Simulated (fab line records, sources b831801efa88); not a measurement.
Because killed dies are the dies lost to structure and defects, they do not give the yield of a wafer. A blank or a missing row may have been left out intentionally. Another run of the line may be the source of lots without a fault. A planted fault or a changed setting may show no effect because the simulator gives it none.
Which tool was responsible? ; flow gf180mcu ; 14 lots with 40 wafers sampled at 3 steps, on a route of 602 steps

== WHAT THE GAUGES READ, wafer by wafer ==
GF_SAB_CD_MEAS_09: target cd 420 nm. Usual: cd_nm at 420.3 nm, with a standard deviation of 2.1.
lot;measured;on;cd_nm (nm);flag
L439;day 14 14:23;cd_sem-02;418.3 419.9 418.0;
L441;day 16 10:32;cd_sem-02;423.4 423.8 422.7;
L442;day 16 12:50;cd_sem-02;423.8 423.5 421.9;
L443;day 17 02:44;cd_sem-02;417.9 419.8 419.1;
L444;day 17 14:41;cd_sem-01;421.1 419.9 421.0;
L446;day 17 20:37;cd_sem-02;413.9 416.3 414.3;
L445;day 17 21:50;cd_sem-01;422.8 418.4 419.4;
L447;day 18 10:28;cd_sem-02;422.1 419.5 421.8;
L449;day 19 07:07;cd_sem-02;420.1 421.9 424.5;
L451;day 19 23:33;cd_sem-02;421.3 421.4;
L453;day 20 17:50;cd_sem-02;421.5 421.7;
L459;day 22 10:22;cd_sem-02;418.7 419.1 420.2;
L460;day 22 21:56;cd_sem-02;419.0 416.5 419.0;
L462;day 23 05:23;cd_sem-02;413.3 416.0 415.8;

GF_SALICIDE_THK_MEAS_05: measures by xrf. Usual: SALICIDE_TIN_THK typically reads 19.70 nm, with standard deviation 0.26.
lot;measured;on;SALICIDE_TIN_THK (nm);flag
L439;day 14 15:03;film_metro-01;20.20 20.06 20.18;
L441;day 16 11:13;film_metro-02;19.83 20.00 19.47;
L442;day 16 13:31;film_metro-01;19.63 19.68 19.88;
L443;day 17 03:25;film_metro-04;19.58 19.47 19.65;
L444;day 17 15:22;film_metro-04;19.84 19.76 19.94;
L446;day 17 21:17;film_metro-04;19.52 19.45 19.66;
L445;day 17 22:31;film_metro-02;19.63 19.37 19.52;
L447;day 18 11:07;film_metro-04;19.48 19.74 19.36;
L449;day 19 07:46;film_metro-01;19.31 19.34 19.43;
L451;day 20 00:23;film_metro-04;19.87 19.28;
L453;day 20 18:31;film_metro-01;19.39 19.61;
L459;day 22 11:02;film_metro-02;19.69 19.67 19.92;
L460;day 22 22:37;film_metro-02;19.58 19.87 20.12;
L462;day 23 06:05;film_metro-01;19.89 19.69 19.72;

== WHAT TOOL EACH LOT RAN ON (gives the tool, then ch and the chambers of the sampled wafers, and finally the start) ==
lot;GF_SAB_ETCH_11
L439;rie_diel-04 ch 0,3, day 14 14:32
L441;rie_diel-03 ch 0,2,3, day 16 10:41
L442;rie_diel-03 ch 0,3, day 16 12:59
L443;rie_diel-04 ch 2,3, day 17 02:53
L444;rie_diel-01 ch 1,3, day 17 14:50
L446;rie_diel-03 ch 2,3, day 17 20:44
L445;rie_diel-01 ch 0,2,3, day 17 21:59
L447;rie_diel-03 ch 0,1,2, day 18 10:35
L449;rie_diel-01 ch 0,1,3, day 19 07:14
L451;rie_diel-03 ch 1,2, day 19 23:38
L453;rie_diel-01 ch 2,3, day 20 17:59
L459;rie_diel-04 ch 0,1,2, day 22 10:32
L460;rie_diel-01 ch 0,1,3, day 22 22:05
L462;rie_diel-01 ch 1,3, day 23 05:32
- GF_SAB_ETCH_11: etches SiO2 in C4F8/O2/Ar, target depth 55 nm, time 8.5 s.

== WHAT THE TOOLS THEMSELVES READ (means of the sampled wafers that have a number; where no wafer has one, the mark that the record gives instead) ==
GF_SAB_ETCH_11. Usual: oes_product_au at 1.004 a.u., with a standard deviation of 0.014.
lot;tool;oes_product_au (a.u.);flag
L439;rie_diel-04;0.984;
L441;rie_diel-03;1.005;
L442;rie_diel-03;0.990;
L443;rie_diel-04;0.993;
L444;rie_diel-01;0.999;
L446;rie_diel-03;1.009;
L445;rie_diel-01;1.015;
L447;rie_diel-03;1.002;
L449;rie_diel-01;1.002;
L451;rie_diel-03;1.019;
L453;rie_diel-01;1.010;
L459;rie_diel-04;1.001;
L460;rie_diel-01;1.009;
L462;rie_diel-01;1.009;

== THE ANSWER, worked out from the rows above alone ==
Rule: lot off if the mean of its wafers having a number is beyond 3 standard deviations from the usual mean. A lot without any number at a reading at which 4 lots or more have one is off too. Where the step has rows for the other lots, those lots are counted as sound. The gauges are gone through in route order, then the tools' own readings, and for those a lot's mean is taken as printed above. At the first step where some lot is off, the reading lying furthest off is the one used; lots without a number count as furthest.
No lot is off at any reading shown: from this, nothing can be told.

== WHAT THE SIMULATOR HAD PUT IN ==
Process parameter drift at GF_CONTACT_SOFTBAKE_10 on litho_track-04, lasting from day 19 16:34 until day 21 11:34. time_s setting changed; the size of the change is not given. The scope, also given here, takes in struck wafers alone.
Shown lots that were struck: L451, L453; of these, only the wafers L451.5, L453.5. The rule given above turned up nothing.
